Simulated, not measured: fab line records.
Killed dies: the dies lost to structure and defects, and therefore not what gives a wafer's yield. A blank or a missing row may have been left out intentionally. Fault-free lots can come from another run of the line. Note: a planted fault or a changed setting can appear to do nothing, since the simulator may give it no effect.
Struck lot and sound lot, side by side | flow sky130 | 15 out of 708 route steps
Sound: the wafers L759.1, L759.2, L759.6. Struck: wafer L764.1 (L764.2, L764.6, from the same lot, were not struck and are left out); the cause is given at the end.
Per side, at each step with rows, come the tool, then ch with its chambers, and then its first start. Under that, the readings that differ: sound wafers | struck wafers | difference of the means | sigmas: that difference in standard deviations of wafers without a fault.
alike: words and numbers the same on both sides, and readings whose means are apart by under 2 such deviations; not compared: readings that were withheld, readings missing a value for some wafer, numbers with overlapping values and no deviation given by the record, and bounds like >300 which may hide the same value.
A row with sigmas, a row that says differs or no value, or rows on one side alone: a step with any of these is where the two part. When numbers do not overlap yet have no deviation, they are printed without sigmas and do not part them. Lack of a reading on every wafer of one side parts them only where that side has two or more wafers.

first, 2 steps without rows for these wafers: SKY_METAL4_PEB_11; SKY_METAL4_DEVELOP_12 (develop time 60 s).
SKY_METAL4_CD_MEAS_13: target cd 300 nm.
  sound on cd-sem-01, day 44 00:47; struck on cd-sem-01, day 45 00:35
  alike: cd-nm
SKY_METAL4_OVL_MEAS_14:
  sound on overlay-02, day 44 00:55; struck on overlay-01, day 45 00:43
  alike: METAL4_OVL
then, 1 step without rows for these wafers: SKY_METAL4_DESCUM_15 (chemistry O2, time 8 s).
SKY_METAL4_ETCH_16: etches BARC in N2/H2, stops on SiO2, time 88.2 s, target depth 60 nm.
  sound on rie-metal-03 ch 1, day 44 01:01; struck on rie-metal-02 ch 0, day 45 00:46
  reading                     | sound          | struck | difference | sigmas
  drypump-motor-current-A (A) | 6.07 6.05 6.04 | 5.50   | -0.55      | -2
  alike: chamber-pressure-mTorr, h2-flow-sccm, oes-product-au, throttle-valve-pct
  not compared: rf-hours-counter-h
SKY_METAL4_ETCH_17: etches SiO2 in C4F8/O2/Ar, stops on TiN, time 3.9 s, target depth 15 nm.
  sound on rie-diel-04 ch 1,2,3, day 44 01:12; struck on rie-diel-01 ch 0, day 45 00:52
  alike: chamber-pressure-mTorr, oes-product-au
  not compared: rf-hours-counter-h
SKY_METAL4_METAL_ETCH_18: etches the open film in Cl2/BCl3, stops on SiO2, target depth 845 nm, time 175.1 s.
  sound on rie-metal-02 ch 0,1, day 44 01:13; struck on rie-metal-04 ch 0, day 45 00:53
  alike: chamber-pressure-mTorr, drypump-motor-current-A, oes-product-au, throttle-valve-pct
  not compared: rf-hours-counter-h
SKY_METAL4_STRIP_19: strips in O2/N2.
  sound on plasma-asher-01 ch 0,1, day 44 01:24; struck on plasma-asher-04 ch 0, day 45 01:04
  alike: chamber-pressure-mTorr, drypump-motor-current-A, oes-product-au, strip-time-to-endpoint-s
  not compared: rf-hours-counter-h
then, 3 steps without rows for these wafers: SKY_METAL4_STRIP_20 (strips in post etch residue remover, time 1200 s); SKY_METAL4_CLEAN_21 (cleans in IPA, time 180 s); SKY_METAL4_CLEAN_22 (cleans in O3/DIW).
SKY_VIA4_HDPCVD_00: deposits SiO2, target thk 1750 nm, time 291.7 s.
  sound on hdpcvd-01 ch 0,1, day 44 02:01; struck on hdpcvd-02 ch 0, day 45 01:40
  reading                                  | sound             | struck | difference | sigmas
  run-length-s (s)                         | 319.7 319.2 319.0 | 351.3  | +32.0      | +68
  model.SiO2_of_VIA4_HDPCVD_00.thk-nm (nm) | 1745 1772 1770    | 1940   | +178       |
SKY_VIA4_THK_MEAS_01:
  sound on film-metro-01, day 44 02:12; struck on film-metro-03, day 45 02:04
  reading              | sound          | struck | difference | sigmas
  VIA4_HDPCVD_THK (nm) | 1745 1774 1769 | 1938   | +175       | +10
  not compared: hold
SKY_VIA4_CMP_02: polishes SiO2.
  sound on cmp-01 ch 1,2,3, day 44 02:19; struck on cmp-02 ch 2, day 45 04:59
  reading | sound | struck                   | difference                   | sigmas
  hold    | - - - | await-dispo/2.9h/release | no value on the sound wafers |
  alike: motor-current-A, slurry-filter-dp-kPa

== WHERE THEY PART ==
First at SKY_METAL4_ETCH_16; last, within this record, at SKY_VIA4_CMP_02.

WHY: whatever the simulator had introduced
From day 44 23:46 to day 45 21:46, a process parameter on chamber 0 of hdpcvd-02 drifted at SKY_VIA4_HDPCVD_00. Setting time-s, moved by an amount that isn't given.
